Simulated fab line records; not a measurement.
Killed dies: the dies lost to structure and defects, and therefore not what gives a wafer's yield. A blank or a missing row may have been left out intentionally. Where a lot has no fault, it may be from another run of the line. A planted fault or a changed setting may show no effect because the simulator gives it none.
Which tool was responsible? + flow sky130 + 13 lots, 36 wafers sampled, at 4 steps of a route of 708

## WHAT THE GAUGES SHOWED, per wafer
SKY_DNWELL_TW_MEAS_09.
| lot  | measured    | on            | DNWELL_TW      |
|------|-------------|---------------|----------------|
| L450 | day 3 14:20 | film-metro-03 | 1109 1099 1107 |
| L449 | day 3 14:24 | film-metro-03 | 1108 1111 1107 |
| L453 | day 4 03:26 | film-metro-03 | 1102 1103 1103 |
| L454 | day 4 03:59 | film-metro-02 | 1100 1102 1102 |
| L455 | day 4 14:24 | film-metro-02 | 1098 1104 1098 |
| L456 | day 4 21:53 | film-metro-04 | 1103 1110 1109 |
| L459 | day 5 11:05 | film-metro-02 | 518 1094       |
| L461 | day 5 20:38 | film-metro-02 | 515 1116       |
| L462 | day 6 03:14 | film-metro-02 | 516 508        |
| L463 | day 6 07:01 | film-metro-03 | 1121 1118 1123 |
| L466 | day 6 23:07 | film-metro-03 | 1125 1130 1122 |
| L467 | day 7 02:35 | film-metro-02 | 1106 1103 1105 |
| L472 | day 8 05:16 | film-metro-03 | 1126 1120 1122 |

SKY_NWELL_OVL_MEAS_23.
| lot  | measured     | on         | NWELL_01_OVL (nm) |
|------|--------------|------------|-------------------|
| L450 | day 5 18:18  | overlay-02 | 2.1 0.5 -1.0      |
| L449 | day 5 18:39  | overlay-01 | 0.1 1.1 0.4       |
| L453 | day 6 08:30  | overlay-02 | -2.2 -1.0 -3.1    |
| L454 | day 6 09:15  | overlay-01 | -1.9 -0.3 0.1     |
| L455 | day 6 21:12  | overlay-01 | 0.0 -0.3 1.7      |
| L456 | day 7 05:42  | overlay-02 | -0.5 2.1 0.2      |
| L459 | day 7 20:32  | overlay-02 | -0.1 0.4          |
| L461 | day 8 07:20  | overlay-02 | 2.7 3.2           |
| L462 | day 8 13:44  | overlay-02 | 0.6 0.3           |
| L463 | day 8 18:36  | overlay-02 | 0.6 1.9 1.2       |
| L466 | day 9 12:48  | overlay-01 | 0.6 1.9 0.4       |
| L467 | day 9 17:38  | overlay-01 | 0.1 2.5 2.5       |
| L472 | day 10 23:56 | overlay-02 | 1.0 -1.9 1.8      |

## WHAT TOOL EACH LOT RAN ON (gives the tool, then ch and the chambers of the sampled wafers, and finally the start)
| lot  | SKY_DNWELL_DEVELOP_06            | SKY_DNWELL_STRIP_08                 |
|------|----------------------------------|-------------------------------------|
| L450 | litho-track-01 ch 0, day 3 13:00 | plasma-asher-01 ch 0,1, day 3 14:14 |
| L449 | litho-track-04 ch 0, day 3 13:00 | plasma-asher-04 ch 0,1, day 3 14:19 |
| L453 | litho-track-04 ch 0, day 4 03:00 | plasma-asher-01 ch 0,1, day 4 03:20 |
| L454 | litho-track-01 ch 0, day 4 03:00 | plasma-asher-01 ch 0,1, day 4 03:53 |
| L455 | litho-track-02 ch 0, day 4 14:00 | plasma-asher-03 ch 0,1, day 4 14:17 |
| L456 | litho-track-02 ch 0, day 4 21:00 | plasma-asher-01 ch 0,1, day 4 21:47 |
| L459 | litho-track-01 ch 0, day 5 10:00 | plasma-asher-01 ch 0, day 5 10:59   |
| L461 | litho-track-01 ch 0, day 5 20:00 | plasma-asher-03 ch 1, day 5 20:32   |
| L462 | litho-track-01 ch 0, day 6 02:00 | plasma-asher-01 ch 0,1, day 6 03:08 |
| L463 | litho-track-04 ch 0, day 6 06:00 | plasma-asher-04 ch 0,1, day 6 06:55 |
| L466 | litho-track-04 ch 0, day 6 22:00 | plasma-asher-04 ch 0, day 6 23:01   |
| L467 | litho-track-02 ch 0, day 7 02:00 | plasma-asher-03 ch 0,1, day 7 02:29 |
| L472 | litho-track-04 ch 0, day 8 04:00 | plasma-asher-01 ch 0,1, day 8 05:10 |
- SKY_DNWELL_DEVELOP_06: develop time 60 s.
- SKY_DNWELL_STRIP_08: strips in O2/N2.

## WHAT THE TOOLS THEMSELVES READ (means of the sampled wafers that have a number; where no wafer has one, the mark that the record gives instead)
SKY_DNWELL_STRIP_08.
| lot  | tool            | chamber-pressure-mTorr (mTorr) | drypump-motor-current-A (A) | o2-flow-sccm (sccm) | oes-product-au (a.u.) | strip-time-to-endpoint-s (s) |
|------|-----------------|--------------------------------|-----------------------------|---------------------|-----------------------|------------------------------|
| L450 | plasma-asher-01 | 1500.5                         | 6.01                        | 3000                | 0.724                 | 36.81                        |
| L449 | plasma-asher-04 | 1499.3                         | 5.83                        | 3008                | 0.721                 | 37.13                        |
| L453 | plasma-asher-01 | 1499.8                         | 6.01                        | 3003                | 0.724                 | 36.93                        |
| L454 | plasma-asher-01 | 1499.6                         | 6.02                        | 2991                | 0.721                 | 36.86                        |
| L455 | plasma-asher-03 | 1500.4                         | 5.82                        | 3000                | 0.720                 | 36.91                        |
| L456 | plasma-asher-01 | 1500.8                         | 6.11                        | 2993                | 0.725                 | 36.95                        |
| L459 | plasma-asher-01 | 1498.8                         | 5.90                        | 3006                | 0.724                 | 36.91                        |
| L461 | plasma-asher-03 | 1500.0                         | 5.31                        | 2988                | 0.722                 | 37.03                        |
| L462 | plasma-asher-01 | 1500.4                         | 6.07                        | 3008                | 0.724                 | 37.09                        |
| L463 | plasma-asher-04 | 1501.0                         | 5.85                        | 2995                | 0.721                 | 36.91                        |
| L466 | plasma-asher-04 | 1500.6                         | 5.76                        | 3004                | 0.720                 | 37.12                        |
| L467 | plasma-asher-03 | 1499.4                         | 5.57                        | 3000                | 0.722                 | 37.08                        |
| L472 | plasma-asher-01 | 1500.4                         | 6.01                        | 2998                | 0.721                 | 37.15                        |

## THE ANSWER, worked out from the rows above alone
Rule: the lots themselves supply what counts as usual. The widest of any qualifying gaps counts: lots, ordered by their means at a reading, are off when they make up no more than a third of the lots, leave a main group of 4 or more, and stand apart from it by 3 or more times the standard deviation of that group's means. Not used: any main group whose means are identical at the precision the tables above print for the reading. Also off: a lot with no number at a reading for which 4 or more lots have one. Where the step has rows for the other lots, those lots are counted as sound. The gauges are gone through in route order, then the tools' own readings, and for those a lot's mean is taken as printed above. The first step at which some lot is off is used, and at that step the reading that is off furthest; a lot without a number counts as furthest.
Off: L459, L461, L462, seen at SKY_DNWELL_TW_MEAS_09 (DNWELL_TW). The main group: mean 1110, standard deviation 9.
If a tool, at a process step before that reading, ran all the lots that are off and no sound lot after the first of them, it fits. Those tools and the gauges at SKY_DNWELL_TW_MEAS_09 are tried in the same way. One candidate fits, namely litho-track-01 at SKY_DNWELL_DEVELOP_06. Its last sound lot is L454 (day 4 03:00), its first lot that is off L459 (day 5 10:00): a fault that began between those two fits.

## WHAT THE SIMULATOR HAD INSERTED
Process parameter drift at SKY_DNWELL_DEVELOP_06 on litho-track-01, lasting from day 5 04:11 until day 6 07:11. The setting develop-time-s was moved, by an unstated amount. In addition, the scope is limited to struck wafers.
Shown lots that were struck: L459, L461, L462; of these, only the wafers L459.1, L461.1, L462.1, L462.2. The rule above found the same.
